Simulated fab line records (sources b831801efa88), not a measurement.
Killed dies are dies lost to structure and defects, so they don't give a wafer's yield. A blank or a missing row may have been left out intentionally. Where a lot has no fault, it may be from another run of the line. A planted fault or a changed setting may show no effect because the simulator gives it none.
Matching of chambers | flow sky130 | 3 sister chambers for SKY_FIELD_ISO_WET_ETCH_30 on wet-bench-02
The step etches SiO2 in dHF, target depth 25 nm, time 50 s. 16 wafers are shown with their chamber, then 8 later ones without.

== WAFERS, EACH WITH ITS CHAMBER ==
wafer  | chamber | run-length-s (s) | bath-heat-duty-pct (%)
L506.1 | 0       | 82               | 6.1
L506.5 | 0       | 82               | 6.2
L506.6 | 0       | 82               | 5.7
L507.3 | 3       | 83               | 7.7
L507.4 | 3       | 83               | 7.4
L507.6 | 3       | 83               | 7.4
L509.4 | 3       | 83               | 7.3
L509.5 | 3       | 83               | 8.2
L509.6 | 3       | 83               | 6.6
L513.1 | 2       | 76               | 7.8
L513.2 | 2       | 76               | 6.5
L513.5 | 2       | 76               | 7.5
L514.2 | 2       | 75               | 6.6
L514.4 | 2       | 75               | 7.0
L514.6 | 2       | 75               | 7.8
L526.2 | 0       | 81               | 6.9

SIGNATURES, as means of the wafers listed above
reading            | chamber 0 | chamber 2 | chamber 3 | scatter within a chamber
run-length-s       | 81.75     | 75.50     | 83.00     | 0.416
bath-heat-duty-pct | 6.225     | 7.200     | 7.433     | 0.542
Rule: a wafer lies at a distance from a chamber equal to the root of the sum of squares, over the readings, of (its reading less the chamber's mean, divided by the reading's scatter). The wafer belongs to the nearest chamber; if the next one is less than 2 further off, it can't be placed. How the scatter is found: for the shown wafers, subtract from each reading the mean of its chamber, square and add these, divide the total by (wafers less chambers), then take the root.

== WAFERS WITHOUT THEIR CHAMBER ==
wafer  | run-length-s (s) | bath-heat-duty-pct (%)
L526.4 | 81               | 7.3
L526.6 | 81               | 6.7
L527.2 | 81               | 7.1
L527.4 | 81               | 6.5
L527.6 | 81               | 6.1
L528.1 | 81               | 6.8
L528.3 | 81               | 6.0
L528.4 | 81               | 6.4

== CHAMBER TAKEN BY EACH ==
wafer  | from the rows above | in truth
L526.4 | 0                   | 0
L526.6 | 0                   | 0
L527.2 | 0                   | 0
L527.4 | 0                   | 0
L527.6 | 0                   | 0
L528.1 | 0                   | 0
L528.3 | 0                   | 0
L528.4 | 0                   | 0
Correctly placed: 8 of 8. Number that these rows cannot place: 0. Number placed wrongly: 0.
